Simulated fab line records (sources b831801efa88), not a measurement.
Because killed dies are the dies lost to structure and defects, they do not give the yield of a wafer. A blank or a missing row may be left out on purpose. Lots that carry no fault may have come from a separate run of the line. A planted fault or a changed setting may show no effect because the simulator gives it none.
Which of the tools did it?    flow gf180mcu    39 wafers from 13 lots sampled at 4 of the route's 602 steps

## WHAT THE GAUGES SHOWED, per wafer
GF_PASSIVATION_THK_MEAS_01. Usual: PASSIVATION_CVD_00_THK 997 nm, standard deviation 12.
lot   measured      on             PASSIVATION_CVD_00_THK (nm)  flag
L538  day 28 05:14  film metro-02  987 995 1000                 
L540  day 29 05:47  film metro-02  983 980 1009                 
L541  day 29 09:17  film metro-02  1008 1022 1008               
L542  day 29 17:39  film metro-04  993 997 1008                 
L543  day 29 22:24  film metro-01  987 1008 980                 
L544  day 30 06:49  film metro-04  992 991 998                  
L545  day 30 11:14  film metro-02  978 972 1002                 
L546  day 30 13:46  film metro-01  990 991 1000                 
L547  day 31 03:49  film metro-02  1003 1010 1006               
L549  day 31 10:22  film metro-04  990 983 1004                 
L554  day 32 15:26  film metro-04  995 997 1005                 
L559  day 34 01:34  film metro-04  988 1004 1001                
L560  day 34 11:40  film metro-02  998 993 1008                 

GF_PASSIVATION_THK_MEAS_03. Usual: PASSIVATION_CVD_02_THK 701 nm, standard deviation 8.7.
lot   measured      on             PASSIVATION_CVD_02_THK (nm)  flag
L538  day 28 05:35  film metro-02  698 704 711                  
L540  day 29 06:11  film metro-04  693 704 712                  
L541  day 29 09:38  film metro-04  706 695 702                  
L542  day 29 18:00  film metro-02  707 697 709                  
L543  day 29 22:45  film metro-02  710 710 715                  
L544  day 30 07:10  film metro-04  695 698 703                  
L545  day 30 11:34  film metro-01  702 696 704                  
L546  day 30 14:07  film metro-01  699 719 711                  
L547  day 31 04:10  film metro-02  697 696 700                  
L549  day 31 10:42  film metro-04  685 692 700                  
L554  day 32 15:47  film metro-02  697 706 696                  
L559  day 34 01:55  film metro-02  690 702 695                  
L560  day 34 12:09  film metro-01  688 705 713                  

## WHICH TOOL RAN EACH LOT (tool, then ch and the chambers of the sampled wafers, then the start)
lot   GF_M2_SPUTTER_03              GF_TOP_METAL_SPUTTER_03
L538  pvd sputter-01, day 18 04:21  pvd sputter-04, day 27 08:14
L540  pvd sputter-01, day 19 12:10  pvd sputter-01, day 28 09:33
L541  pvd sputter-01, day 19 15:17  pvd sputter-01, day 28 12:37
L542  pvd sputter-03, day 19 23:34  pvd sputter-03, day 28 22:02
L543  pvd sputter-01, day 20 10:41  pvd sputter-01, day 29 02:41
L544  pvd sputter-04, day 20 18:41  pvd sputter-04, day 29 10:43
L545  pvd sputter-03, day 21 02:27  pvd sputter-03, day 29 15:22
L546  pvd sputter-04, day 21 06:15  pvd sputter-03, day 29 17:50
L547  pvd sputter-04, day 21 22:01  pvd sputter-04, day 30 08:28
L549  pvd sputter-01, day 22 08:13  pvd sputter-03, day 30 16:07
L554  pvd sputter-01, day 23 23:37  pvd sputter-04, day 31 23:25
L559  pvd sputter-04, day 25 18:10  pvd sputter-03, day 33 09:15
L560  pvd sputter-01, day 26 08:22  pvd sputter-03, day 33 19:25
- GF_M2_SPUTTER_03: material Ti, target thk 10 nm, time 6.7 s.
- GF_TOP_METAL_SPUTTER_03: material Ti, target thk 5 nm, time 3.3 s.

## WHAT THE TOOLS THEMSELVES READ (means of the sampled wafers that have a number; where no wafer has one, the mark that the record gives instead)
GF_M2_SPUTTER_03. Usual: 30.7 % for throttle valve pct, sd 0.89.
lot   tool            throttle valve pct (%)  flag
L538  pvd sputter-01  30.8                    
L540  pvd sputter-01  30.8                    
L541  pvd sputter-01  30.6                    
L542  pvd sputter-03  29.7                    
L543  pvd sputter-01  30.9                    
L544  pvd sputter-04  30.5                    
L545  pvd sputter-03  29.2                    
L546  pvd sputter-04  29.9                    
L547  pvd sputter-04  30.8                    
L549  pvd sputter-01  30.7                    
L554  pvd sputter-01  30.6                    
L559  pvd sputter-04  30.0                    
L560  pvd sputter-01  31.0                    

GF_TOP_METAL_SPUTTER_03. Usual: 30.4 % for throttle valve pct, sd 1.2.
lot   tool            throttle valve pct (%)  flag
L538  pvd sputter-04  31.0                    
L540  pvd sputter-01  30.9                    
L541  pvd sputter-01  30.8                    
L542  pvd sputter-03  29.3                    
L543  pvd sputter-01  30.9                    
L544  pvd sputter-04  30.0                    
L545  pvd sputter-03  30.1                    
L546  pvd sputter-03  30.4                    
L547  pvd sputter-04  30.9                    
L549  pvd sputter-03  30.5                    
L554  pvd sputter-04  30.2                    
L559  pvd sputter-03  30.4                    
L560  pvd sputter-03  30.4                    

## THE ANSWER, worked out from the rows above alone
Rule: lot off if the mean of its wafers having a number is beyond 3 standard deviations from the usual mean. Also off: a lot with no number at a reading for which 4 or more lots have one. The other lots that the step has rows for count as sound. The gauges are gone through in route order, then the tools' own readings, and for those a lot's mean is taken as printed above. At the first step where some lot is off, the reading lying furthest off is the one used; lots without a number count as furthest.
Across all readings shown, no lot is off: no conclusion can be drawn from this.

## WHAT HAD BEEN PUT IN BY THE SIMULATOR
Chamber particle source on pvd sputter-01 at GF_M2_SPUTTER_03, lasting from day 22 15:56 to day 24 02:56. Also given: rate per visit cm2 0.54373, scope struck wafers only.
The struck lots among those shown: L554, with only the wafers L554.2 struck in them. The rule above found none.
